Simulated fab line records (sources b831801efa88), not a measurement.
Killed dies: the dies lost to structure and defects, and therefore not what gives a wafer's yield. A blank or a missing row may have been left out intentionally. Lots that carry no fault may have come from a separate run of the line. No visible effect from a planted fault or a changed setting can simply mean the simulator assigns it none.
Problem report, 8D (eight disciplines) form, completed by code -- flow gf180mcu -- the parts of the form that need people (team, actions taken, sign-off) are left out

1. WHAT WENT WRONG
Mean of beam energy keV at GF_MVPSD_IMPLANT_08: 176.94 across 6 wafers in 2 lots; on wafers with no fault it is 169.99 (standard deviation 0.056). So: +99 or more standard deviations from the usual mean.
The first sign was on wafer L578.1 at day 7 05:05, on implanter-02. The record holds 18 wafers of 6 lots with a number at this step. The rule behind "out" and "out of limits": a value lying over 4 standard deviations away from the usual mean. Any other wafer with a number is counted as sound.

2. WHAT IT IS, AND WHAT IT ISN'T
question,is,is not
which readings at this step,beam energy keV,-
which lots,"L578, L579","L570, L581, L583, L586"
which wafers of those lots,all that have a number,-
read on which tools,implanter-02,"implanter-03, implanter-04"
when,from day 7 05:05,"up to then (3 sound wafers); but 9 sound wafers of L581, L583, L586 came after"

3. WHAT RULES OUT EACH SUSPECT
Counting: a tool stays on the suspect list if, at a process step up to the reading, it processed all lots that are out and no sound lot following the first of them.
- plasma asher-04 at GF_MVSD_STRIP_10 (strips in O2/N2): kept. It processed each lot that is out, first L578 at day 6 13:10, and no sound lot thereafter; up to then, the last sound lot it processed was L570 at day 4 18:50.
- implanter-02 at GF_MVPSD_IMPLANT_08: kept. It processed each lot that is out, first L578 at day 7 05:05, and no sound lot thereafter; up to then, the last sound lot it processed was L570 at day 5 08:11. On those wafers its own readings are out: beam energy keV.
Remaining after the count are plasma asher-04 at GF_MVSD_STRIP_10 and implanter-02 at GF_MVPSD_IMPLANT_08.

4. THE CAUSE (what the simulator had put in)
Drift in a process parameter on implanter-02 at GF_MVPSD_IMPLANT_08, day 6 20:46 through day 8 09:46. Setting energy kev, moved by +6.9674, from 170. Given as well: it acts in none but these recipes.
Counting leaves 2 suspects; this tool is one of them.

5. THE EFFECT CHAIN, in route order
Each row: a reading whose mean over the struck wafers that have a number lies more than 3 standard deviations from the usual. Only readings whose record carries a usual standard deviation are examined. hours: median over the lots of the time between each lot's start at the first step of this table that gives one and its start at this step. sigmas: the change, counted in usual standard deviations.
hours,step,reading,usual,on struck wafers,change,sigmas
0,GF_MVPSD_IMPLANT_08,beam energy keV,169.99,176.94,+6.94,+99 or more
The process steps in it:
- GF_MVPSD_IMPLANT_08

6. WHAT WOULD HAVE CAUGHT IT SOONER
The fault began at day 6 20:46; the first out-of-limits reading in this record came at day 7 05:05, 8 hours later.
